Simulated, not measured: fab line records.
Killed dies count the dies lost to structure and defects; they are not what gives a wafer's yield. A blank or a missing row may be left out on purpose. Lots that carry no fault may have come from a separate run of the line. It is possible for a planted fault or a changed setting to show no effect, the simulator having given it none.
The tool behind it: which one? || flow gf180mcu || Sampling: 11 lots, 33 wafers, 3 of 602 route steps

WHAT THE GAUGES SHOWED, per wafer
GF_M3_THK_MEAS_06: measures by xrf.
{"lot": "L380", "measured": "day 21 04:43", "on": "film metro-02", "M3_ALCU_THK (nm)": "457 458 455"}
{"lot": "L383", "measured": "day 21 19:55", "on": "film metro-02", "M3_ALCU_THK (nm)": "445 446 446"}
{"lot": "L384", "measured": "day 22 07:50", "on": "film metro-04", "M3_ALCU_THK (nm)": "453 457 468"}
{"lot": "L386", "measured": "day 23 03:32", "on": "film metro-02", "M3_ALCU_THK (nm)": "445 446 447"}
{"lot": "L387", "measured": "day 23 04:25", "on": "film metro-02", "M3_ALCU_THK (nm)": "447 445 445"}
{"lot": "L390", "measured": "day 24 10:21", "on": "film metro-02", "M3_ALCU_THK (nm)": "457 452 448"}
{"lot": "L391", "measured": "day 24 17:56", "on": "film metro-04", "M3_ALCU_THK (nm)": "455 456 457"}
{"lot": "L392", "measured": "day 24 23:56", "on": "film metro-02", "M3_ALCU_THK (nm)": "448 451 447"}
{"lot": "L399", "measured": "day 27 02:05", "on": "film metro-04", "M3_ALCU_THK (nm)": "463 464 466"}
{"lot": "L400", "measured": "day 27 08:16", "on": "film metro-02", "M3_ALCU_THK (nm)": "446 462 457"}
{"lot": "L401", "measured": "day 27 16:31", "on": "film metro-04", "M3_ALCU_THK (nm)": "450 458 454"}

WHAT TOOL EACH LOT RAN ON (gives the tool, then ch and the chambers of the sampled wafers, and finally the start)
{"lot": "L380", "GF_V2_CMP_26": "cmp-02 ch 0,1,2, day 21 04:07", "GF_M3_SPUTTER_01": "pvd sputter-04, day 21 04:28"}
{"lot": "L383", "GF_V2_CMP_26": "cmp-01 ch 0,3, day 21 19:16", "GF_M3_SPUTTER_01": "pvd sputter-04, day 21 19:40"}
{"lot": "L384", "GF_V2_CMP_26": "cmp-01 ch 1,2, day 22 07:10", "GF_M3_SPUTTER_01": "pvd sputter-02, day 22 07:34"}
{"lot": "L386", "GF_V2_CMP_26": "cmp-02 ch 0,1,3, day 23 02:53", "GF_M3_SPUTTER_01": "pvd sputter-01, day 23 03:17"}
{"lot": "L387", "GF_V2_CMP_26": "cmp-01 ch 0,1,3, day 23 03:45", "GF_M3_SPUTTER_01": "pvd sputter-04, day 23 04:09"}
{"lot": "L390", "GF_V2_CMP_26": "cmp-02 ch 0,2, day 24 09:45", "GF_M3_SPUTTER_01": "pvd sputter-02, day 24 10:06"}
{"lot": "L391", "GF_V2_CMP_26": "cmp-01 ch 0,1,3, day 24 17:26", "GF_M3_SPUTTER_01": "pvd sputter-01, day 24 17:41"}
{"lot": "L392", "GF_V2_CMP_26": "cmp-01 ch 1,3, day 24 23:21", "GF_M3_SPUTTER_01": "pvd sputter-01, day 24 23:42"}
{"lot": "L399", "GF_V2_CMP_26": "cmp-02 ch 1,3, day 27 01:27", "GF_M3_SPUTTER_01": "pvd sputter-01, day 27 01:51"}
{"lot": "L400", "GF_V2_CMP_26": "cmp-02 ch 1,2,3, day 27 07:42", "GF_M3_SPUTTER_01": "pvd sputter-02, day 27 08:00"}
{"lot": "L401", "GF_V2_CMP_26": "cmp-02 ch 1,2,3, day 27 15:55", "GF_M3_SPUTTER_01": "pvd sputter-01, day 27 16:16"}
- GF_V2_CMP_26: polishes, stops on SiO2, t overpolish 15 s, target thk 0 nm.
- GF_M3_SPUTTER_01: material TiN, target thk 30 nm, time 25 s.

WHAT THE TOOLS THEMSELVES READ (means of the sampled wafers that have a number; where no wafer has one, the mark that the record gives instead)
GF_V2_CMP_26.
{"lot": "L380", "tool": "cmp-02", "motor current A (A)": 10.2, "overpolish run s (s)": 15.009, "platen rpm (rpm)": 60.03, "time to endpoint s (s)": 87}
{"lot": "L383", "tool": "cmp-01", "motor current A (A)": 12.0, "overpolish run s (s)": 14.993, "platen rpm (rpm)": 59.99, "time to endpoint s (s)": 90}
{"lot": "L384", "tool": "cmp-01", "motor current A (A)": 13.0, "overpolish run s (s)": 15.009, "platen rpm (rpm)": 59.95, "time to endpoint s (s)": 88}
{"lot": "L386", "tool": "cmp-02", "motor current A (A)": 10.4, "overpolish run s (s)": 15.006, "platen rpm (rpm)": 60.02, "time to endpoint s (s)": 84}
{"lot": "L387", "tool": "cmp-01", "motor current A (A)": 13.1, "overpolish run s (s)": 15.000, "platen rpm (rpm)": 60.00, "time to endpoint s (s)": 92}
{"lot": "L390", "tool": "cmp-02", "motor current A (A)": 9.3, "overpolish run s (s)": 15.009, "platen rpm (rpm)": 60.02, "time to endpoint s (s)": 89}
{"lot": "L391", "tool": "cmp-01", "motor current A (A)": 12.9, "overpolish run s (s)": 15.003, "platen rpm (rpm)": 60.00, "time to endpoint s (s)": 94}
{"lot": "L392", "tool": "cmp-01", "motor current A (A)": 13.4, "overpolish run s (s)": 15.003, "platen rpm (rpm)": 59.98, "time to endpoint s (s)": 89}
{"lot": "L399", "tool": "cmp-02", "motor current A (A)": 11.7, "overpolish run s (s)": 14.996, "platen rpm (rpm)": 60.01, "time to endpoint s (s)": 82}
{"lot": "L400", "tool": "cmp-02", "motor current A (A)": 11.7, "overpolish run s (s)": 14.994, "platen rpm (rpm)": 60.02, "time to endpoint s (s)": 84}
{"lot": "L401", "tool": "cmp-02", "motor current A (A)": 11.1, "overpolish run s (s)": 15.004, "platen rpm (rpm)": 60.02, "time to endpoint s (s)": 88}

GF_M3_SPUTTER_01.
{"lot": "L380", "tool": "pvd sputter-04", "chamber pressure pa (Pa)": 0.3807, "throttle valve pct (%)": 29.7}
{"lot": "L383", "tool": "pvd sputter-04", "chamber pressure pa (Pa)": 0.3802, "throttle valve pct (%)": 29.7}
{"lot": "L384", "tool": "pvd sputter-02", "chamber pressure pa (Pa)": 0.3795, "throttle valve pct (%)": 30.0}
{"lot": "L386", "tool": "pvd sputter-01", "chamber pressure pa (Pa)": 0.3803, "throttle valve pct (%)": 30.4}
{"lot": "L387", "tool": "pvd sputter-04", "chamber pressure pa (Pa)": 0.3803, "throttle valve pct (%)": 29.7}
{"lot": "L390", "tool": "pvd sputter-02", "chamber pressure pa (Pa)": 0.3812, "throttle valve pct (%)": 29.8}
{"lot": "L391", "tool": "pvd sputter-01", "chamber pressure pa (Pa)": 0.3804, "throttle valve pct (%)": 30.1}
{"lot": "L392", "tool": "pvd sputter-01", "chamber pressure pa (Pa)": 0.3801, "throttle valve pct (%)": 29.8}
{"lot": "L399", "tool": "pvd sputter-01", "chamber pressure pa (Pa)": 0.3795, "throttle valve pct (%)": 29.7}
{"lot": "L400", "tool": "pvd sputter-02", "chamber pressure pa (Pa)": 0.3799, "throttle valve pct (%)": 29.6}
{"lot": "L401", "tool": "pvd sputter-01", "chamber pressure pa (Pa)": 0.3801, "throttle valve pct (%)": 29.6}

THE ANSWER, worked out from the rows above alone
Rule: usual is defined by the lots themselves. Put in order of their means at a reading, lots are off if they are a third of the lots or fewer, leave a main group of 4 or more, and stand apart from it by a gap of 3 or more times the standard deviation of the main group's means; of several such gaps the widest counts. A main group whose means are all the same, to the digits that the tables above print for the reading, isn't used. A lot without any number at a reading at which 4 lots or more have one is off too. Where the step has rows for the other lots, those lots are counted as sound. The gauges are gone through in route order, then the tools' own readings, and for those a lot's mean is taken as printed above. The first step at which some lot is off is used, and at that step the reading that is off furthest; a lot without a number counts as furthest.
No lot is off at any reading shown: from this, nothing can be told.

WHAT THE SIMULATOR HAD PUT IN
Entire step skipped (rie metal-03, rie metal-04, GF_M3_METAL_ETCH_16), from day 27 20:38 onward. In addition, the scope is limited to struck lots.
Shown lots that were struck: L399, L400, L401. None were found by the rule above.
